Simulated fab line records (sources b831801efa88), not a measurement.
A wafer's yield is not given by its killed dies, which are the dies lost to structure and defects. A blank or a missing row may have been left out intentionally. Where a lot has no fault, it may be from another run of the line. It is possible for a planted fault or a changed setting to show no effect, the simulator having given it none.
Struck lot and sound lot, side by side | flow sky130 | 15 steps out of a route of 708
Sound: the wafers L607.1, L607.2, L607.3. Struck: wafer L598.4. (L598.3 of the same lot was not struck and is left out.) The cause comes at the end.
Order at every step that has rows: each side's tool, ch and its chambers, its first start. Under that, the readings that differ: sound wafers | struck wafers | difference of the means | sigmas: that difference in standard deviations of wafers without a fault.
alike: readings whose means differ by less than 2 such deviations, and words and numbers that are the same on both sides. not compared: withheld readings, readings that some wafer has no value for, bounds like >300 that may hide the same value, and numbers for which the record gives no deviation and whose values overlap.
Wherever a step has rows on one side only, a row that says differs or no value, or a row with sigmas, the two part there. Non-overlapping numbers with no deviation appear without sigmas and do not part them. A reading missing from all wafers of one side parts the sides only when that side holds two or more wafers.

SKY_VIA1_BOW_MEAS_03:
  struck on film metro-02, day 38 10:38; sound on film metro-01, day 40 17:23
  alike: VIA1_BOW
then, 8 steps without rows for these wafers: SKY_VIA1_DEHYDRATE_04 (time 60 s); SKY_VIA1_HMDS_05 (prime time 60 s); SKY_VIA1_COAT_06 (resist thk 60 nm); SKY_VIA1_COAT_07 (resist thk 450 nm); SKY_VIA1_SOFTBAKE_08 (time 90 s); SKY_VIA1_EXPOSE_09 (exposes mask VIM, target cd 150 nm); SKY_VIA1_PEB_10; SKY_VIA1_DEVELOP_11 (develop time 60 s).
SKY_VIA1_CD_MEAS_12 targets a cd of 150 nm.
  struck on cd sem-01, day 39 12:06; sound on cd sem-01, day 41 18:03
  alike: cd nm
SKY_VIA1_OVL_MEAS_13:
  struck on overlay-02, day 39 12:12; sound on overlay-02, day 41 18:10
  alike: VIA1_OVL
SKY_VIA1_ETCH_14: etches BARC in N2/H2, stops on SiO2, time 45.9 s, target depth 60 nm.
  sound on rie diel-02 ch 0,1,3, day 41 18:13; struck on rie diel-04 ch 2, day 39 12:13
  reading                | sound          | struck | difference | sigmas
  rf hours counter h (h) | 14 15 6        | 16     | +4         |
  run length s (s)       | 73.3 74.5 75.1 | 73.2   | -1.1       | -2
  alike: drypump motor current A, oes product au, throttle valve pct
SKY_VIA1_ETCH_15: etches SiO2 in C4F8/O2/Ar, stops on TiN, target depth 351 nm, time 54 s.
  sound on rie diel-02 ch 0,1,3, day 41 18:15; struck on rie diel-04 ch 2, day 39 12:16
  reading                                     | sound             | struck | difference | sigmas
  oes product au (a.u.)                       | 0.985 0.981 0.990 | 0.933  | -0.052     | -9
  rf hours counter h (h)                      | 14 15 6           | 16     | +4         |
  run length s (s)                            | 81.5 82.2 83.3    | 85.7   | +3.4       | +8
  model.KrF-thick_of_VIA1_COAT_07.thk nm (nm) | 321.6 321.1 319.9 | 318    | -3         |
  not compared: model.TiN_of_METAL1_SPUTTER_04.thk nm
SKY_VIA1_STRIP_16: strips in O2/N2.
  sound on plasma asher-02 ch 0,1, day 41 18:18; struck on plasma asher-02 ch 0, day 39 12:20
  alike: drypump motor current A, oes product au, strip time to endpoint s
  not compared: rf hours counter h
after that, 1 step had no rows for these wafers: SKY_PAD_OPEN_PROBE_99.

== WHERE THEY PART ==
Last at SKY_VIA1_ETCH_15 as far as this record goes, first at SKY_VIA1_ETCH_14. Later steps at which nothing parts them and some readings are alike: SKY_VIA1_STRIP_16.

WHY: what the simulator had put in
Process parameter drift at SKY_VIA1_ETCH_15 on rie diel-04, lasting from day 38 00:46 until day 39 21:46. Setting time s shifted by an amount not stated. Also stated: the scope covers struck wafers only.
